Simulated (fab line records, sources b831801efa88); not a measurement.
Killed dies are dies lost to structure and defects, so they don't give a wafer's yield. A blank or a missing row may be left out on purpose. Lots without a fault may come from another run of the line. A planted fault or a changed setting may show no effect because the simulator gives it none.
A struck lot beside a sound one | flow gf180mcu | 43 steps out of a route of 602
Sound: wafers L302.1, L302.5, L302.6. Struck: wafers L311.2, L311.3. (L311.1 of the same lot was not struck and is left out.) The cause comes at the end.
At each step with rows: each side's tool, then ch and its chambers, then its first start. Under that, the readings that differ: sound wafers | struck wafers | difference of the means | sigmas: that difference in standard deviations of wafers without a fault.
alike: readings whose means differ by less than 2 such deviations, and words and numbers that are the same on both sides. not compared: withheld readings, readings that some wafer has no value for, bounds like >300 that may hide the same value, and numbers for which the record gives no deviation and whose values overlap.
The two part at a step that has a row with sigmas, a row that says differs or no value, or rows on one side only. Numbers that don't overlap but have no deviation are shown without sigmas and don't part them. A reading that every wafer of one side lacks parts them only if that side has two wafers or more.

first, 8 steps without rows for these wafers: GF_V2_DEHYDRATE_06 (time 60 s); GF_V2_HMDS_07 (prime time 60 s); GF_V2_COAT_08; GF_V2_COAT_09 (resist thk 1000 nm); GF_V2_SOFTBAKE_10 (time 60 s); GF_V2_EXPOSE_11 (exposes mask Via2, target cd 260 nm); GF_V2_PEB_12 (peb time 90 s); GF_V2_DEVELOP_13 (develop time 60 s).
GF_V2_CD_MEAS_14: target cd 260 nm.
  sound on cd_sem-02, day 23 02:44; struck on cd_sem-02, day 26 03:20
  alike: cd_nm
GF_V2_OVL_MEAS_15:
  sound on overlay-01, day 23 02:51; struck on overlay-02, day 26 03:27
  alike: V2_OVL
GF_V2_ETCH_16: etches BARC in N2/H2.
  sound on rie_diel-04 ch 0,1,3, day 23 02:53; struck on rie_diel-04 ch 1,2, day 26 03:29
  alike: drypump_motor_current_A, oes_product_au, throttle_valve_pct
GF_V2_ETCH_17: etches SiO2 in C4F8/O2/Ar, stops on TiN, target depth 630 nm.
  sound on rie_diel-04 ch 0,1,3; struck on rie_diel-04 ch 1,2
  alike: oes_product_au
GF_V2_STRIP_18: strips in O2/N2.
  sound on plasma_asher-02 ch 0,1, day 23 03:01; struck on plasma_asher-02 ch 0, day 26 03:37
  alike: drypump_motor_current_A, heater_power_w, oes_product_au
  not compared: rf_hours_counter_h
then, 2 steps without rows for these wafers: GF_V2_STRIP_19 (strips in post etch residue remover, time 1200 s); GF_V2_CLEAN_20 (cleans in DIW).
GF_V2_SPUTTER_21: material Ti, target thk 15 nm, time 80.02 s.
  sound on pvd_sputter-01, day 23 03:33; struck on pvd_sputter-04, day 26 04:09
  alike: throttle_valve_pct
then, 1 step without rows for these wafers: GF_V2_SPUTTER_22 (material TiN, target thk 10 nm, time 40 s).
GF_V2_CVD_23: deposits W, target thk 350 nm, time 104.94 s.
  sound on cvd_w-02 ch 0,1, day 23 03:39; struck on cvd_w-01 ch 1, day 26 04:21
  reading            | sound       | struck  | difference | sigmas
  heater_power_w (W) | 886 897 868 | 731 744 | -146       | -2
GF_V2_RS_MEAS_24: measures by four-point-probe.
  sound on film_metro-03, day 23 03:46; struck on film_metro-01, day 26 04:28
  alike: V2_W_RS
GF_V2_THK_MEAS_25: measures by xrf.
  sound on film_metro-03, day 23 03:53; struck on film_metro-01, day 26 04:35
  alike: V2_W_THK
then, 1 step without rows for these wafers: GF_V2_CMP_26 (polishes, stops on SiO2, t overpolish 15 s, target thk 0 nm).
GF_M3_SPUTTER_00: material Ti, target thk 37.5 nm, time 150 s.
  sound on pvd_sputter-04, day 23 04:14; struck on pvd_sputter-03, day 26 04:57
  alike: throttle_valve_pct
then, 4 steps without rows for these wafers: GF_M3_SPUTTER_01 (material TiN, target thk 30 nm, time 25 s); GF_M3_SPUTTER_02 (material AlCu, target thk 450 nm, time 23.9 s); GF_M3_SPUTTER_03 (material Ti, target thk 10 nm, time 6.7 s); GF_M3_SPUTTER_04 (material TiN, target thk 50 nm, time 41.7 s).
GF_M3_RS_MEAS_05: measures by four-point-probe.
  sound on film_metro-03, day 23 04:28; struck on film_metro-01, day 26 05:10
  alike: M3_ALCU_RS
GF_M3_THK_MEAS_06: measures by xrf.
  sound on film_metro-03, day 23 04:35; struck on film_metro-01, day 26 05:17
  alike: M3_ALCU_THK
then, 7 steps without rows for these wafers: GF_M3_DEHYDRATE_07 (time 60 s); GF_M3_HMDS_08 (prime time 60 s); GF_M3_COAT_09 (resist thk 1000 nm); GF_M3_SOFTBAKE_10 (time 60 s); GF_M3_EXPOSE_11 (exposes mask Metal3, target cd 280 nm); GF_M3_PEB_12 (peb time 90 s); GF_M3_DEVELOP_13 (develop time 60 s).
GF_M3_CD_MEAS_14: target cd 280 nm.
  sound on cd_sem-01, day 24 02:59; struck on cd_sem-01, day 27 01:25
  alike: cd_nm
GF_M3_OVL_MEAS_15:
  sound on overlay-02, day 24 03:07; struck on overlay-02, day 27 01:32
  alike: M3_OVL
then, 5 steps without rows for these wafers: GF_M3_METAL_ETCH_16 (etches the open film in Cl2/BCl3, stops on SiO2, target depth 750.8 nm, time 129 s); GF_M3_STRIP_17 (strips in O2/N2); GF_M3_STRIP_18 (strips in post etch residue remover, time 1200 s); GF_M3_CLEAN_19 (cleans in DIW); GF_V3_CVD_00 (deposits SiO2, target thk 600 nm, time 100 s).
-- the record jumps here: 7 days lie between the struck wafers' starts before and after (it left off in module V3 and takes up again in module PASSIVATION, whose first step shown is number 602 of the route) --
GF_PASSIVATION_PROBE_99:
  the record has rows for the struck wafers here (prober-02, day 33 13:38) and none for the sound ones

WHERE THEY PART
First at GF_V2_CVD_23; last, within this record, at GF_PASSIVATION_PROBE_99.

WHY: what the simulator had put in
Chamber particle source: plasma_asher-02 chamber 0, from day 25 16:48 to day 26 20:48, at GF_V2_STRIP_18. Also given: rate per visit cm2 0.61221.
